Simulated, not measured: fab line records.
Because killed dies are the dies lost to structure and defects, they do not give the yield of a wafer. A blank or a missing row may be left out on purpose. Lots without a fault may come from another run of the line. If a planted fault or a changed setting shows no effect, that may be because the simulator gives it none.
Which of the tools did it?    flow sky130    39 wafers from 13 lots sampled at 5 of the route's 708 steps

== WHAT EACH GAUGE READ, for each wafer ==
SKY_SD_N_RS_MEAS_18: a four-point-probe measurement. Usual: RES_XHIGH_RS typically reads 333.8 ohm/sq, with standard deviation 1.1.
lot   measured      on             RES_XHIGH_RS (ohm/sq)  flag
L659  day 27 20:42  film_metro-03  334.8 334.7 334.3      
L661  day 28 16:46  film_metro-04  334.6 333.8 334.5      
L667  day 31 07:29  film_metro-04  333.7 335.1 334.4      
L668  day 31 14:14  film_metro-03  335.6 334.7 336.0      
L670  day 31 22:05  film_metro-04  332.7 332.6 332.7      
L671  day 32 00:55  film_metro-01  334.0 335.2 335.2      
L672  day 32 09:59  film_metro-01  331.9 333.0 332.3      
L673  day 32 18:23  film_metro-01  334.0 333.8 333.6      
L674  day 32 22:29  film_metro-01  334.3 332.9 332.5      
L675  day 33 05:25  film_metro-04  334.5 334.2 333.0      
L678  day 34 17:44  film_metro-04  334.7 334.4 333.8      
L681  day 35 00:03  film_metro-03  333.2 334.7 333.5      
L682  day 35 08:56  film_metro-01  334.8 333.6 333.8      

SKY_LI_CONTACT_RS_MEAS_22: a four-point-probe measurement. Usual: LI_CONTACT_W_RS typically reads 0.2859 ohm/sq, with standard deviation 0.003.
lot   measured      on             LI_CONTACT_W_RS (ohm/sq)                   flag
L659  day 29 02:13  film_metro-01  0.2848 0.2853 0.2820                       
L661  day 29 22:23  film_metro-01  0.2854 0.2858 0.2837                       
L667  day 32 11:22  film_metro-04  0.2904 0.2895 0.2942                       
L668  day 32 19:32  film_metro-01  0.2863 0.2825 0.2850                       
L670  day 33 02:43  film_metro-01  25.465 25.320 25.505 25.488 25.337 25.435  OFF
L671  day 33 05:04  film_metro-01  25.187 24.926 25.453 25.129 24.998 25.503  OFF
L672  day 33 14:27  film_metro-03  0.2924 0.2906 0.2846                       
L673  day 33 22:25  film_metro-01  0.2808 0.2880 0.2806                       
L674  day 34 02:25  film_metro-01  0.2870 0.2836 0.2860                       
L675  day 34 08:59  film_metro-01  0.2818 0.2854 0.2807                       
L678  day 35 21:18  film_metro-03  0.2894 0.2940 0.2890                       
L681  day 36 04:01  film_metro-03  0.2863 0.2888 0.2844                       
L682  day 36 13:19  film_metro-01  0.2906 0.2867 0.2888                       

SKY_LOCAL_INTERCONNECT_CD_MEAS_11: target cd 170 nm. Usual: 169.3 nm for cd_nm, sd 1.4.
lot   measured      on         cd_nm (nm)         flag
L659  day 30 06:22  cd_sem-01  167.2 168.1 169.0  
L661  day 31 02:58  cd_sem-02  167.0 168.1 168.0  
L667  day 33 14:58  cd_sem-02  168.0 169.7 170.3  
L668  day 33 23:02  cd_sem-01  168.9 169.2 170.3  
L672  day 34 17:41  cd_sem-02  169.9 169.2 171.0  
L673  day 35 01:42  cd_sem-01  172.8 173.6 172.6  
L674  day 35 05:36  cd_sem-01  168.8 167.6 167.9  
L675  day 35 11:38  cd_sem-01  168.1 167.6 168.1  
L678  day 37 00:43  cd_sem-02  169.7 170.5 170.3  
L681  day 37 07:14  cd_sem-02  167.7 167.6 168.2  
L682  day 37 15:13  cd_sem-02  170.1 169.8 170.4  

== TOOL THAT RAN EACH LOT (tool first, then ch and the chambers of the sampled wafers, then the start) ==
lot   SKY_LI_CONTACT_ETCH_15              SKY_LI_CONTACT_CVD_21
L659  rie_diel-03 ch 0,1,3, day 29 01:34  cvd_w-01 ch 0,1, day 29 02:05
L661  rie_diel-03 ch 1,2,3, day 29 21:31  cvd_w-01 ch 0,1, day 29 22:15
L667  rie_diel-01 ch 0,1, day 32 10:43    cvd_w-02 ch 0,1, day 32 11:14
L668  rie_diel-02 ch 0,1, day 32 18:41    cvd_w-01 ch 0,1, day 32 19:25
L670  rie_diel-03 ch 1,2, day 33 02:04    cvd_w-02 ch 0,1, day 33 02:36
L671  rie_diel-03 ch 0,1,2, day 33 04:25  cvd_w-02 ch 0,1, day 33 04:56
L672  rie_diel-02 ch 0,3, day 33 13:47    cvd_w-02 ch 0,1, day 33 14:19
L673  rie_diel-02 ch 0,2,3, day 33 21:43  cvd_w-01 ch 0,1, day 33 22:17
L674  rie_diel-03 ch 0,1, day 34 01:43    cvd_w-02 ch 0,1, day 34 02:17
L675  rie_diel-03 ch 0,2,3, day 34 08:19  cvd_w-02 ch 0,1, day 34 08:50
L678  rie_diel-02 ch 0,2, day 35 20:40    cvd_w-02 ch 0,1, day 35 21:11
L681  rie_diel-01 ch 0,2, day 36 03:22    cvd_w-02 ch 0,1, day 36 03:53
L682  rie_diel-03 ch 0,1, day 36 12:40    cvd_w-02 ch 0,1, day 36 13:11
- SKY_LI_CONTACT_ETCH_15: etches PSG in C4F8/O2/Ar, stops on Si, target depth 600 nm.
- SKY_LI_CONTACT_CVD_21: deposits W, target thk 400 nm, time 120.56 s.

== AS READ BY THE TOOLS THEMSELVES (means over the sampled wafers that have a number; for cases with no such wafer, the mark the record gives instead) ==
SKY_LI_CONTACT_ETCH_15. Usual: 0.836 a.u. for oes_product_au, sd 0.0043.
lot   tool         oes_product_au (a.u.)  flag
L659  rie_diel-03  0.836                  
L661  rie_diel-03  0.837                  
L667  rie_diel-01  0.831                  
L668  rie_diel-02  0.836                  
L670  rie_diel-03  0.837                  
L671  rie_diel-03  0.835                  
L672  rie_diel-02  0.842                  
L673  rie_diel-02  0.838                  
L674  rie_diel-03  0.840                  
L675  rie_diel-03  0.838                  
L678  rie_diel-02  0.832                  
L681  rie_diel-01  0.835                  
L682  rie_diel-03  0.838                  

SKY_LI_CONTACT_CVD_21. Usual: chamber_pressure_Torr 40.01 Torr, standard deviation 0.088; heater_power_outer_w 485 W, standard deviation 29; heater_power_w 797 W, standard deviation 25.
lot   tool      chamber_pressure_Torr (Torr)  heater_power_outer_w (W)  heater_power_w (W)  flag
L659  cvd_w-01  40.06                         489                       818                 
L661  cvd_w-01  39.97                         496                       822                 
L667  cvd_w-02  39.93                         490                       792                 
L668  cvd_w-01  39.97                         498                       823                 
L670  cvd_w-02  -                             -                         -                   OFF
L671  cvd_w-02  -                             -                         -                   OFF
L672  cvd_w-02  40.00                         485                       782                 
L673  cvd_w-01  39.98                         495                       817                 
L674  cvd_w-02  39.99                         487                       779                 
L675  cvd_w-02  40.04                         492                       803                 
L678  cvd_w-02  40.00                         481                       792                 
L681  cvd_w-02  39.95                         481                       784                 
L682  cvd_w-02  40.07                         490                       784                 

== THE ANSWER, worked out from the rows above alone ==
Rule: a lot is off if the mean of its wafers that have a number lies more than 3 standard deviations from the usual mean. A lot without any number at a reading at which 4 lots or more have one is off too. Any other lot the step has rows for is counted as sound. Order of review: gauges by route order, followed by the tools' own readings, for which a lot's mean as printed above is used. The first step at which some lot is off is used, and at that step the reading that is off furthest; a lot without a number counts as furthest.
Off: L670, L671, seen at SKY_LI_CONTACT_RS_MEAS_22 (LI_CONTACT_W_RS).
A tool fits if, at a process step before that reading, it ran every lot that is off, and no sound lot after the first of them. Not tried: the gauges at SKY_LI_CONTACT_RS_MEAS_22; whatever is off there is also off at SKY_LI_CONTACT_CVD_21, on other tools, and gauge error can't account for it. Of those tried, none fits.

== WHAT THE SIMULATOR HAD PUT IN ==
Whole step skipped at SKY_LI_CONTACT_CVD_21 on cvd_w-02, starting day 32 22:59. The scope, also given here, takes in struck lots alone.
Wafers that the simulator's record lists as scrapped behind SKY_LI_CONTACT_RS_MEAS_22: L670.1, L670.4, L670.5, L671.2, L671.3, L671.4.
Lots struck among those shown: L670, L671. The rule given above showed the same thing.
